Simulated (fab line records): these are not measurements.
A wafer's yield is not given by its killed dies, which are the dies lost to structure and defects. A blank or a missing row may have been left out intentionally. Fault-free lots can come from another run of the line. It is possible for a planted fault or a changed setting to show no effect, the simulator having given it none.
fab line records -- flow sky130 -- part 1 of 2: steps 1 to 21 of 33
record: lots: 5, wafers: 15, lastDay: 50
route steps=708 shown POLY_GATE@217 LDD_N@237
lots untouched by any fault: they come from a run of this same line in which no faults occurred
startH: hours from the record's first day to the start of the lot's first wafer shown -- waitH: time in hours since the lot's previous step -- " same as the row above -- L1.1+2: a row that stands for several wafers -- - either no value or no given start -- * or withheld: withheld -- < > ~ a bound
route shown NAME@n: names a module that has steps shown in the file, with the first one's number in the route -- usual: mean/standard deviation of fault-free wafers -- same: alike in all rows -- chamber/n: place in a boat -- sites: per-site readings -- _std_site: the standard deviation of these -- _edge_site: mean of outer sites minus mean of inner sites -- radiusMm: for every site, how far away it sits from the centre of the wafer -- mask NAME#n: copy n -- behind: the most recent tool/chamber to have shaped the wafer -- hold: cause of the lot's hold/its duration in hours/its outcome -- device: transistor that didn't switch, given as n, p or np -- end of line: the route-end tests of the same wafers -- where a step has no rows: the recipe by itself -- killed: not the wafer's yield, but the dies lost to structure and defects at the first sort -- map: shows each die of a wafer: x if killed, . if not, _ if none is there
set.NAME: setting as actually run; set.NAME@STEP: the setting as run at that earlier step -- model.NAME: the simulator's own value behind a step, which no gauge read
lots at some steps of the route; a table a step, a row a wafer
services: when a tool's chamber went out of use (startH, in hours from the record's first day, below 0 if earlier), for how many hours, and the reason
== steps ==
step: SKY_POLY_GATE_CVD_03
recipe: material: Si3N4, precursor: DCS/NH3, targetThkNm: 75, tempC: 770, timeS: 1290, pressureMtorr: 250
usual: pressureMtorr: 250.0/0.55, zonePowerBottomPct: 17.6/1.1, zonePowerTopPct: 30.6/2.3
lot.wafer,tool,chamber,startH,waitH,pressureMtorr,zonePowerBottomPct,zonePowerTopPct
L080.1,lpcvd-02,0,406.14,1.3,250.9,16.9,31.9
L080.5,lpcvd-02,0,406.14,1.3,251.0,16.5,32.4
L080.6,lpcvd-02,0,406.14,1.3,249.9,17.1,32.6
L083.1,lpcvd-02,0,420.61,1.2,250.1,16.8,32.6
L083.3,lpcvd-02,0,420.61,1.2,249.2,16.9,31.9
L083.5,lpcvd-02,0,420.61,1.2,249.4,16.9,32.7
L088.1,lpcvd-02,0,464.46,0.0,249.9,16.9,32.6
L088.4,lpcvd-02,0,464.46,0.0,250.0,16.7,32.8
L088.6,lpcvd-02,0,464.46,0.0,250.5,16.9,32.3
L090.3,lpcvd-02,0,476.23,6.5,249.6,16.8,32.0
L090.4,lpcvd-02,0,476.23,6.5,249.2,17.0,32.9
L090.6,lpcvd-02,0,476.23,6.5,248.6,16.5,32.7
L094.1,lpcvd-02,1,521.69,3.7,250.3,19.1,27.6
L094.2,lpcvd-02,1,521.69,3.7,249.9,19.0,27.1
L094.5,lpcvd-02,1,521.69,3.7,250.5,19.1,27.5
step: SKY_POLY_GATE_THK_MEAS_04
recipe: reads: Si3N4_of_POLY_GATE_CVD_03
usual: POLY_GATE_CVD_03_THK: 74.9/0.68
lot.wafer,tool,chamber,startH,waitH,POLY_GATE_CVD_03_THK[nm]
L080.1,filmMetro-01,-,407.50,0.0,77.1
L080.5,filmMetro-01,-,407.50,0.0,76.0
L080.6,filmMetro-01,-,407.50,0.0,76.3
L083.1,filmMetro-01,-,421.96,0.0,75.6
L083.3,filmMetro-01,-,421.96,0.0,75.8
L083.5,filmMetro-01,-,421.96,0.0,75.6
L088.1,filmMetro-01,-,465.82,0.0,74.6
L088.4,filmMetro-01,-,465.82,0.0,75.1
L088.6,filmMetro-01,-,465.82,0.0,75.1
L090.3,filmMetro-01,-,477.61,0.0,73.4
L090.4,filmMetro-01,-,477.61,0.0,73.8
L090.6,filmMetro-01,-,477.61,0.0,73.5
L094.1,filmMetro-03,-,523.73,0.0,75.7
L094.2,filmMetro-03,-,523.73,0.0,74.9
L094.5,filmMetro-03,-,523.73,0.0,75.3
step: SKY_POLY_GATE_DEHYDRATE_05
recipe: tempC: 200, timeS: 60
usual: chillPlateTempC: 23.01/0.11, exhaustPa: 44.9/0.82, heaterPowerTotalW: 160.39/0.13
lot.wafer,tool,chamber,startH,waitH,chillPlateTempC,exhaustPa,heaterPowerTotalW
L080.1,lithoTrack-03,0,421.96,14.4,23.06,46.2,160.30
L080.5,lithoTrack-03,0,421.96,14.4,23.00,44.3,160.30
L080.6,lithoTrack-03,0,421.96,14.4,23.07,45.6,160.31
L083.1,lithoTrack-01,0,436.05,14.1,22.90,45.2,160.42
L083.3,lithoTrack-01,0,436.05,14.1,23.07,44.6,160.60
L083.5,lithoTrack-01,0,436.05,14.1,22.98,44.4,160.22
L088.1,lithoTrack-02,0,480.95,15.1,22.88,45.9,160.37
L088.4,lithoTrack-02,0,480.95,15.1,22.88,45.9,160.25
L088.6,lithoTrack-02,0,480.95,15.1,23.10,45.5,160.31
L090.3,lithoTrack-02,0,492.15,14.5,23.07,46.6,160.44
L090.4,lithoTrack-02,0,492.15,14.5,22.97,45.5,160.44
L090.6,lithoTrack-02,0,492.15,14.5,23.13,46.2,160.27
L094.1,lithoTrack-03,0,537.56,13.8,22.96,45.3,160.28
L094.2,lithoTrack-03,0,537.56,13.8,22.93,44.7,160.55
L094.5,lithoTrack-03,0,537.56,13.8,22.89,44.9,160.39
step: SKY_POLY_GATE_HMDS_06
recipe: primeTimeS: 60, primeTempC: 120
usual: chillPlateTempC: 22.99/0.1, exhaustPa: 45.0/0.89
lot.wafer,tool,chamber,startH,waitH,chillPlateTempC,exhaustPa
L080.1,lithoTrack-03,0,422.11,0.1,22.90,46.3
L080.5,lithoTrack-03,0,422.11,0.1,23.04,45.6
L080.6,lithoTrack-03,0,422.11,0.1,22.94,46.5
L083.1,lithoTrack-01,0,436.20,0.1,23.02,43.8
L083.3,lithoTrack-01,0,436.20,0.1,22.93,44.4
L083.5,lithoTrack-01,0,436.20,0.1,22.93,46.5
L088.1,lithoTrack-02,0,481.10,0.1,22.95,45.1
L088.4,lithoTrack-02,0,481.10,0.1,22.70,45.8
L088.6,lithoTrack-02,0,481.10,0.1,23.01,44.7
L090.3,lithoTrack-02,0,492.30,0.1,23.04,44.8
L090.4,lithoTrack-02,0,492.30,0.1,23.13,44.3
L090.6,lithoTrack-02,0,492.30,0.1,23.16,45.6
L094.1,lithoTrack-03,0,537.71,0.1,23.05,45.2
L094.2,lithoTrack-03,0,537.71,0.1,22.90,46.6
L094.5,lithoTrack-03,0,537.71,0.1,22.80,45.1
step: SKY_POLY_GATE_COAT_07
recipe: resist: BARC, tempC: withheld, timeS: withheld, spinRpm: 3000, resistThkNm: 110
usual: chillPlateTempC: *, exhaustPa: 45.1/0.83
lot.wafer,tool,chamber,startH,waitH,chillPlateTempC,exhaustPa
L080.1,lithoTrack-03,0,422.26,0.1,*,44.3
L080.5,lithoTrack-03,0,422.26,0.1,*,44.9
L080.6,lithoTrack-03,0,422.26,0.1,*,42.5
L083.1,lithoTrack-01,0,436.35,0.1,*,45.6
L083.3,lithoTrack-01,0,436.35,0.1,*,45.9
L083.5,lithoTrack-01,0,436.35,0.1,*,45.1
L088.1,lithoTrack-02,0,481.25,0.1,*,45.7
L088.4,lithoTrack-02,0,481.25,0.1,*,45.2
L088.6,lithoTrack-02,0,481.25,0.1,*,44.8
L090.3,lithoTrack-02,0,492.45,0.1,*,45.4
L090.4,lithoTrack-02,0,492.45,0.1,*,44.6
L090.6,lithoTrack-02,0,492.45,0.1,*,45.8
L094.1,lithoTrack-03,0,537.86,0.1,*,45.0
L094.2,lithoTrack-03,0,537.86,0.1,*,45.6
L094.5,lithoTrack-03,0,537.86,0.1,*,45.1
step: SKY_POLY_GATE_COAT_08
recipe: resist: KrF-thick, spinRpm: 3000, resistThkNm: 450
usual: chillPlateTempC: 23.00/0.1, exhaustPa: 45.1/0.94
lot.wafer,tool,chamber,startH,waitH,chillPlateTempC,exhaustPa
L080.1,lithoTrack-03,0,-,-,23.18,47.0
L080.5,lithoTrack-03,0,-,-,23.15,45.7
L080.6,lithoTrack-03,0,-,-,23.19,45.5
L083.1,lithoTrack-01,0,-,-,23.07,47.1
L083.3,lithoTrack-01,0,-,-,23.02,44.6
L083.5,lithoTrack-01,0,-,-,22.97,46.0
L088.1,lithoTrack-02,0,-,-,23.01,45.1
L088.4,lithoTrack-02,0,-,-,23.22,45.7
L088.6,lithoTrack-02,0,-,-,23.17,45.9
L090.3,lithoTrack-02,0,-,-,23.04,44.6
L090.4,lithoTrack-02,0,-,-,23.00,43.6
L090.6,lithoTrack-02,0,-,-,23.04,44.0
L094.1,lithoTrack-03,0,-,-,23.01,46.0
L094.2,lithoTrack-03,0,-,-,22.86,45.4
L094.5,lithoTrack-03,0,-,-,23.00,45.2
step: SKY_POLY_GATE_SOFTBAKE_09
recipe: tempC: 100, timeS: 90, resist: KrF-thick
usual: chillPlateTempC: 22.99/0.1, exhaustPa: 45.0/0.96, heaterPowerTotalW: 57.36/0.12
lot.wafer,tool,chamber,startH,waitH,chillPlateTempC,exhaustPa,heaterPowerTotalW
L080.1,lithoTrack-03,0,-,-,22.82,44.8,57.54
L080.5,lithoTrack-03,0,-,-,22.92,44.7,57.46
L080.6,lithoTrack-03,0,-,-,22.75,44.0,57.14
L083.1,lithoTrack-01,0,-,-,22.92,44.0,57.23
L083.3,lithoTrack-01,0,-,-,23.05,44.2,57.36
L083.5,lithoTrack-01,0,-,-,22.96,44.5,57.37
L088.1,lithoTrack-02,0,-,-,23.01,44.2,57.23
L088.4,lithoTrack-02,0,-,-,22.88,43.8,57.20
L088.6,lithoTrack-02,0,-,-,22.95,44.9,57.25
L090.3,lithoTrack-02,0,-,-,23.11,45.5,57.34
L090.4,lithoTrack-02,0,-,-,23.07,45.6,57.50
L090.6,lithoTrack-02,0,-,-,23.20,46.3,57.32
L094.1,lithoTrack-03,0,-,-,22.93,44.2,57.49
L094.2,lithoTrack-03,0,-,-,23.19,45.0,57.24
L094.5,lithoTrack-03,0,-,-,23.16,44.2,57.21
step: SKY_POLY_GATE_EXPOSE_10
recipe: maskId: P1M, na: 0.68, sourceShape: conventional, sigmaOuter: 0.6, targetCdNm: 150, doseMj: 28
lot.wafer,tool,chamber,startH,waitH,mask
L080.1+5+6,krfScanner-01,0,-,-,P1M#0
L083.1+3+5,krfScanner-02,0,-,-,P1M#0
L088.1+4+6,krfScanner-02,0,-,-,P1M#0
L090.3+4+6,krfScanner-02,0,-,-,P1M#0
L094.1+2+5,krfScanner-01,0,-,-,P1M#0
step: SKY_POLY_GATE_PEB_11
recipe: pebTempC: withheld, pebTimeS: withheld, resist: KrF-thick
usual: chillPlateTempC: *, exhaustPa: 45.0/0.95
lot.wafer,tool,chamber,startH,waitH,chillPlateTempC,exhaustPa
L080.1,lithoTrack-03,0,-,-,*,45.2
L080.5,lithoTrack-03,0,-,-,*,44.9
L080.6,lithoTrack-03,0,-,-,*,45.0
L083.1,lithoTrack-02,0,-,-,*,44.7
L083.3,lithoTrack-02,0,-,-,*,44.5
L083.5,lithoTrack-02,0,-,-,*,45.8
L088.1,lithoTrack-02,0,-,-,*,44.3
L088.4,lithoTrack-02,0,-,-,*,44.8
L088.6,lithoTrack-02,0,-,-,*,47.4
L090.3,lithoTrack-02,0,-,-,*,45.6
L090.4,lithoTrack-02,0,-,-,*,45.0
L090.6,lithoTrack-02,0,-,-,*,45.1
L094.1,lithoTrack-01,0,-,-,*,43.6
L094.2,lithoTrack-01,0,-,-,*,43.6
L094.5,lithoTrack-01,0,-,-,*,44.6
step: SKY_POLY_GATE_DEVELOP_12
recipe: developTimeS: 60, resist: KrF-thick, devTempC: 21
usual: chillPlateTempC: 23.02/0.1, exhaustPa: 45.0/0.88
lot.wafer,tool,chamber,startH,waitH,chillPlateTempC,exhaustPa
L080.1,lithoTrack-03,0,-,-,22.96,45.2
L080.5,lithoTrack-03,0,-,-,22.89,43.3
L080.6,lithoTrack-03,0,-,-,23.06,44.4
L083.1,lithoTrack-02,0,-,-,22.96,45.8
L083.3,lithoTrack-02,0,-,-,22.99,44.9
L083.5,lithoTrack-02,0,-,-,22.99,45.2
L088.1,lithoTrack-02,0,-,-,22.96,43.4
L088.4,lithoTrack-02,0,-,-,22.99,44.4
L088.6,lithoTrack-02,0,-,-,23.11,43.4
L090.3,lithoTrack-02,0,-,-,22.97,45.5
L090.4,lithoTrack-02,0,-,-,22.93,44.7
L090.6,lithoTrack-02,0,-,-,23.03,43.9
L094.1,lithoTrack-01,0,-,-,23.05,44.4
L094.2,lithoTrack-01,0,-,-,23.17,44.6
L094.5,lithoTrack-01,0,-,-,22.92,45.8
step: SKY_POLY_GATE_CD_MEAS_13
recipe: targetCdNm: 150
usual: cdNm: 150.4/1.2
lot.wafer,tool,chamber,startH,waitH,cdNm
L080.1,cdSem-01,-,437.36,-,151.3
L080.5,cdSem-01,-,437.36,-,151.8
L080.6,cdSem-01,-,437.36,-,152.0
L083.1,cdSem-02,-,452.70,-,150.5
L083.3,cdSem-02,-,452.70,-,150.3
L083.5,cdSem-02,-,452.70,-,148.9
L088.1,cdSem-01,-,497.35,-,151.4
L088.4,cdSem-01,-,497.35,-,149.9
L088.6,cdSem-01,-,497.35,-,151.3
L090.3,cdSem-02,-,508.19,-,148.4
L090.4,cdSem-02,-,508.19,-,149.5
L090.6,cdSem-02,-,508.19,-,150.0
L094.1,cdSem-01,-,554.10,-,151.1
L094.2,cdSem-01,-,554.10,-,151.2
L094.5,cdSem-01,-,554.10,-,150.5
step: SKY_POLY_GATE_OVL_MEAS_14
usual: POLY_GATE_OVL: 0/5.8
lot.wafer,tool,chamber,startH,waitH,POLY_GATE_OVL[nm]
L080.1,overlay-02,-,437.48,0.1,4
L080.5,overlay-02,-,437.48,0.1,3
L080.6,overlay-02,-,437.48,0.1,4
L083.1,overlay-02,-,452.82,0.1,1
L083.3,overlay-02,-,452.82,0.1,-1
L083.5,overlay-02,-,452.82,0.1,-2
L088.1,overlay-02,-,497.47,0.1,1
L088.4,overlay-02,-,497.47,0.1,1
L088.6,overlay-02,-,497.47,0.1,0
L090.3,overlay-02,-,508.28,0.1,5
L090.4,overlay-02,-,508.28,0.1,11
L090.6,overlay-02,-,508.28,0.1,5
L094.1,overlay-01,-,554.22,0.1,12
L094.2,overlay-01,-,554.22,0.1,8
L094.5,overlay-01,-,554.22,0.1,9
step: SKY_POLY_GATE_ETCH_15
recipe: chemistry: N2/H2, target: BARC, ionEnergyEv: 200, sourceW: 500, biasW: 100, pressureMtorr: 30, n2FlowSccm: 100, h2FlowSccm: 200, stopOn: SiO2, timeS: 118.5, targetDepthA: 1100
usual: drypumpMotorCurrentA: 5.6/0.54, h2FlowSccm: 200.0/0.6, oesProductAu: 0.716/0.0047, throttleValvePct: 13.214/0.0091
lot.wafer,tool,chamber,startH,waitH,drypumpMotorCurrentA,h2FlowSccm,oesProductAu,rfHoursCounterH,throttleValvePct
L080.1,rieDiel-04,3,437.51,0.0,5.6,200.7,0.717,4,13.206
L080.5,rieDiel-04,0,437.51,0.0,6.2,199.2,0.720,-,13.193
L080.6,rieDiel-04,1,437.51,0.0,5.2,199.4,0.717,-,13.217
L083.1,rieDiel-04,1,452.86,0.0,5.2,199.5,0.713,66,13.209
L083.3,rieDiel-04,0,452.86,0.0,6.2,199.4,0.719,5,13.228
L083.5,rieDiel-04,0,452.86,0.0,6.2,200.1,0.706,-,13.214
L088.1,rieDiel-01,1,497.51,0.0,6.7,200.1,0.716,74,13.216
L088.4,rieDiel-01,0,497.51,0.0,5.9,200.1,0.715,14,13.206
L088.6,rieDiel-01,1,497.51,0.0,6.7,200.1,0.712,-,13.195
L090.3,rieDiel-03,3,508.31,0.0,4.7,200.5,0.708,8,13.222
L090.4,rieDiel-03,2,508.31,0.0,5.7,200.2,0.711,12,13.206
L090.6,rieDiel-03,3,508.31,0.0,4.7,200.0,0.719,-,13.214
L094.1,rieDiel-03,1,554.26,0.0,6.0,200.3,0.711,3,13.214
L094.2,rieDiel-03,3,554.26,0.0,4.7,199.9,0.717,9,13.207
L094.5,rieDiel-03,2,554.26,0.0,5.7,200.3,0.716,-,13.208
step: SKY_POLY_GATE_ETCH_16
recipe: stopOn: poly-Si, chemistry: CH3F/O2, target: Si3N4, sourceW: 400, biasW: 80, pressureMtorr: 25, ch3fFlowSccm: 40, O2_flow_sccm: 30, timeS: 147.5, targetDepthA: 750
usual: drypumpMotorCurrentA: 5.6/0.54, oesProductAu: 0.640/0.0055, throttleValvePct: 10.535/0.0091
lot.wafer,tool,chamber,startH,waitH,drypumpMotorCurrentA,oesProductAu,rfHoursCounterH,throttleValvePct
L080.1,rieDiel-04,3,437.60,0.0,5.6,0.640,4,10.541
L080.5,rieDiel-04,0,437.60,0.0,6.2,0.639,-,10.532
L080.6,rieDiel-04,1,437.60,0.0,5.2,0.651,-,10.541
L083.1,rieDiel-04,1,452.94,0.0,5.2,0.645,66,10.541
L083.3,rieDiel-04,0,452.94,0.0,6.2,0.644,5,10.540
L083.5,rieDiel-04,0,452.94,0.0,6.2,0.638,-,10.516
L088.1,rieDiel-01,1,497.59,0.0,6.7,0.641,74,10.532
L088.4,rieDiel-01,0,497.59,0.0,5.9,0.647,14,10.515
L088.6,rieDiel-01,1,497.59,0.0,6.6,0.646,-,10.530
L090.3,rieDiel-03,3,508.39,0.0,4.7,0.642,8,10.521
L090.4,rieDiel-03,2,508.39,0.0,5.7,0.627,12,10.516
L090.6,rieDiel-03,3,508.39,0.0,4.7,0.627,-,10.530
L094.1,rieDiel-03,1,554.34,0.0,6.0,0.642,3,10.542
L094.2,rieDiel-03,3,554.34,0.0,4.7,0.638,9,10.543
L094.5,rieDiel-03,2,554.34,0.0,5.7,0.632,-,10.524
step: SKY_POLY_GATE_ETCH_17
recipe: targetDepthNm: 180, stopOn: SiO2, overEtchFrac: 0.56667, chemistry: HBr/Cl2, target: poly-Si, icpW: 400, biasW: 100, pressureMtorr: 10, HBr_flow_sccm: 150, Cl2_flow_sccm: 50, timeS: 70.5
usual: drypumpMotorCurrentA: 6.2/0.48, mfcCl2Sccm: 50.00/0.15, oesProductAu: 0.985/0.0059, throttleValvePct: 33.683/0.0093
lot.wafer,tool,chamber,startH,waitH,drypumpMotorCurrentA,mfcCl2Sccm,oesProductAu,rfHoursCounterH,throttleValvePct
L080.1,rieSi-02,1,437.70,0.0,5.2,49.94,0.992,63,33.675
L080.5,rieSi-02,1,437.70,0.0,5.2,49.96,0.992,-,33.700
L080.6,rieSi-02,0,437.70,0.0,6.6,49.88,0.979,-,33.700
L083.1,rieSi-02,0,453.04,0.0,6.6,49.85,0.992,6,33.691
L083.3,rieSi-02,3,453.04,0.0,6.1,50.05,0.971,18,33.693
L083.5,rieSi-02,0,453.04,0.0,6.6,49.93,0.990,-,33.685
L088.1,rieSi-02,1,497.69,0.0,5.2,50.14,0.987,0,33.676
L088.4,rieSi-02,3,497.69,0.0,6.1,50.13,0.983,18,33.682
L088.6,rieSi-02,1,497.69,0.0,5.2,49.97,0.987,-,33.668
L090.3,rieSi-02,3,508.49,0.0,6.1,49.91,0.981,18,33.700
L090.4,rieSi-02,0,508.49,0.0,6.6,49.98,0.984,6,33.672
L090.6,rieSi-02,2,508.49,0.0,6.8,49.86,0.989,-,33.692
L094.1,rieSi-02,3,554.44,0.0,6.1,50.27,0.979,18,33.687
L094.2,rieSi-02,0,554.44,0.0,6.6,49.85,0.988,6,33.689
L094.5,rieSi-02,1,554.44,0.0,5.2,50.09,0.996,-,33.685
step: SKY_POLY_GATE_STRIP_18
recipe: chemistry: O2/N2, powerW: 1400, pressureMtorr: 1500, platenTempC: withheld, o2FlowSccm: 3000, n2FlowSccm: 300, overashFraction: 0.5
usual: drypumpMotorCurrentA: 5.8/0.67, oesProductAu: 0.361/0.0048, stripTimeToEndpointS: 3.173/0.024
same: overashFraction: 0.5
lot.wafer,tool,chamber,startH,waitH,drypumpMotorCurrentA,oesProductAu,rfHoursCounterH,stripTimeToEndpointS
L080.1,plasmaAsher-01,0,437.75,0.0,5.7,0.358,31,3.182
L080.5,plasmaAsher-01,0,437.75,0.0,5.8,0.359,-,3.172
L080.6,plasmaAsher-01,1,437.75,0.0,4.8,0.360,-,3.165
L083.1,plasmaAsher-04,1,453.09,0.0,5.8,0.361,2,3.147
L083.3,plasmaAsher-04,0,453.09,0.0,6.8,0.364,-,3.158
L083.5,plasmaAsher-04,1,453.09,0.0,5.8,0.364,-,3.141
L088.1,plasmaAsher-01,1,497.74,0.0,4.8,0.359,37,3.150
L088.4,plasmaAsher-01,0,497.74,0.0,5.8,0.358,-,3.178
L088.6,plasmaAsher-01,1,497.74,0.0,4.8,0.356,-,3.134
L090.3,plasmaAsher-04,1,508.58,0.1,5.8,0.357,-,3.206
L090.4,plasmaAsher-04,0,508.58,0.1,6.9,0.361,-,3.194
L090.6,plasmaAsher-04,1,508.58,0.1,5.8,0.366,-,3.137
L094.1,plasmaAsher-01,1,554.49,0.0,4.8,0.353,43,3.194
L094.2,plasmaAsher-01,0,554.49,0.0,5.8,0.370,43,3.138
L094.5,plasmaAsher-01,0,554.49,0.0,5.8,0.367,-,3.137
step: SKY_POLY_GATE_CLEAN_19
recipe: chemistry: SC1/SC2, mix: 1:4:20, tempC: 70, timeS: 150, dry: n2Spin
lot.wafer,tool,chamber,startH,waitH
L080.1+5+6,wetBench-03,3,437.85,0.1
L083.1+3+5,wetBench-04,3,453.19,0.1
L088.1+4+6,wetBench-01,3,497.84,0.1
L090.3+4+6,wetBench-03,3,508.64,0.0
L094.1+2+5,wetBench-01,3,554.59,0.1
step: SKY_POLY_GATE_OXIDATION_20
recipe: tempC: 850, ambient: O2, stabiliseS: 600, purgeS: 300, targetThkA: 40, oxTimeS: 899
usual: zonePowerBottomPct: 23.4/1.3, zonePowerTopPct: 27.9/1.6
lot.wafer,tool,chamber,startH,waitH,zonePowerBottomPct,zonePowerTopPct
L080.1,furnace-02,0,438.55,0.6,22.8,26.8
L080.5,furnace-02,0,438.55,0.6,23.1,27.2
L080.6,furnace-02,0,438.55,0.6,22.8,26.4
L083.1,furnace-01,0,453.88,0.6,25.8,29.8
L083.3,furnace-01,0,453.88,0.6,24.9,29.9
L083.5,furnace-01,0,453.88,0.6,24.9,29.8
L088.1,furnace-01,0,497.89,0.0,25.0,30.1
L088.4,furnace-01,0,497.89,0.0,24.6,30.1
L088.6,furnace-01,0,497.89,0.0,25.4,29.7
L090.3,furnace-01,0,508.69,0.0,25.1,29.6
L090.4,furnace-01,0,508.69,0.0,25.4,30.1
L090.6,furnace-01,0,508.69,0.0,25.0,29.9
L094.1,furnace-02,0,554.65,0.0,22.2,27.2
L094.2,furnace-02,0,554.65,0.0,22.1,26.6
L094.5,furnace-02,0,554.65,0.0,22.4,26.7
step: SKY_POLY_GATE_THK_MEAS_21
recipe: reads: SiO2_of_POLY_GATE_OXIDATION_20
usual: POLY_GATE_OXIDATION_THK: 4.01/0.074
lot.wafer,tool,chamber,startH,waitH,POLY_GATE_OXIDATION_THK[nm]
L080.1,filmMetro-04,-,439.80,0.0,4.01
L080.5,filmMetro-04,-,439.80,0.0,4.11
L080.6,filmMetro-04,-,439.80,0.0,3.91
L083.1,filmMetro-04,-,455.13,0.0,4.08
L083.3,filmMetro-04,-,455.13,0.0,4.02
L083.5,filmMetro-04,-,455.13,0.0,4.01
L088.1,filmMetro-04,-,499.14,0.0,3.91
L088.4,filmMetro-04,-,499.14,0.0,3.88
L088.6,filmMetro-04,-,499.14,0.0,3.90
L090.3,filmMetro-04,-,509.96,0.0,4.07
L090.4,filmMetro-04,-,509.96,0.0,4.05
L090.6,filmMetro-04,-,509.96,0.0,4.04
L094.1,filmMetro-03,-,555.90,0.0,4.01
L094.2,filmMetro-03,-,555.90,0.0,4.06
L094.5,filmMetro-03,-,555.90,0.0,4.00
step: SKY_POLY_GATE_CD_MEAS_22
usual: cdNm: 150.1/1.8
lot.wafer,tool,chamber,startH,waitH,cdNm
L080.1,cdSem-02,-,439.86,0.1,151.3
L080.5,cdSem-02,-,439.86,0.1,149.6
L080.6,cdSem-02,-,439.86,0.1,151.8
L083.1,cdSem-01,-,455.19,0.1,149.8
L083.3,cdSem-01,-,455.19,0.1,148.6
L083.5,cdSem-01,-,455.19,0.1,146.3
L088.1,cdSem-01,-,499.20,0.1,149.7
L088.4,cdSem-01,-,499.20,0.1,149.6
L088.6,cdSem-01,-,499.20,0.1,150.8
L090.3,cdSem-02,-,510.06,0.1,146.4
L090.4,cdSem-02,-,510.06,0.1,147.7
L090.6,cdSem-02,-,510.06,0.1,148.4
L094.1,cdSem-01,-,555.96,0.1,150.5
L094.2,cdSem-01,-,555.96,0.1,150.1
L094.5,cdSem-01,-,555.96,0.1,150.5
step: SKY_LDD_N_DEHYDRATE_00
recipe: tempC: 200, timeS: 60
usual: chillPlateTempC: 23.02/0.11, exhaustPa: 45.1/0.97, heaterPowerTotalW: 160.38/0.12
lot.wafer,tool,chamber,startH,waitH,chillPlateTempC,exhaustPa,heaterPowerTotalW
L080.1,lithoTrack-03,0,455.26,15.4,23.02,45.3,160.30
L080.5,lithoTrack-03,0,455.26,15.4,23.06,45.6,160.35
L080.6,lithoTrack-03,0,455.26,15.4,23.09,46.1,160.19
L083.1,lithoTrack-04,0,469.05,13.8,23.12,46.3,160.60
L083.3,lithoTrack-04,0,469.05,13.8,23.15,45.2,160.43
L083.5,lithoTrack-04,0,469.05,13.8,22.92,45.8,160.37
L088.1,lithoTrack-02,0,513.80,14.6,22.90,45.0,160.21
L088.4,lithoTrack-02,0,513.80,14.6,22.94,45.7,160.47
L088.6,lithoTrack-02,0,513.80,14.6,22.87,45.7,160.41
L090.3,lithoTrack-03,0,524.51,14.4,22.98,43.8,160.31
L090.4,lithoTrack-03,0,524.51,14.4,23.14,44.2,160.43
L090.6,lithoTrack-03,0,524.51,14.4,23.11,43.8,160.22
L094.1,lithoTrack-03,0,570.16,14.2,23.11,45.6,160.26
L094.2,lithoTrack-03,0,570.16,14.2,22.94,44.6,160.25
L094.5,lithoTrack-03,0,570.16,14.2,23.13,45.3,160.25
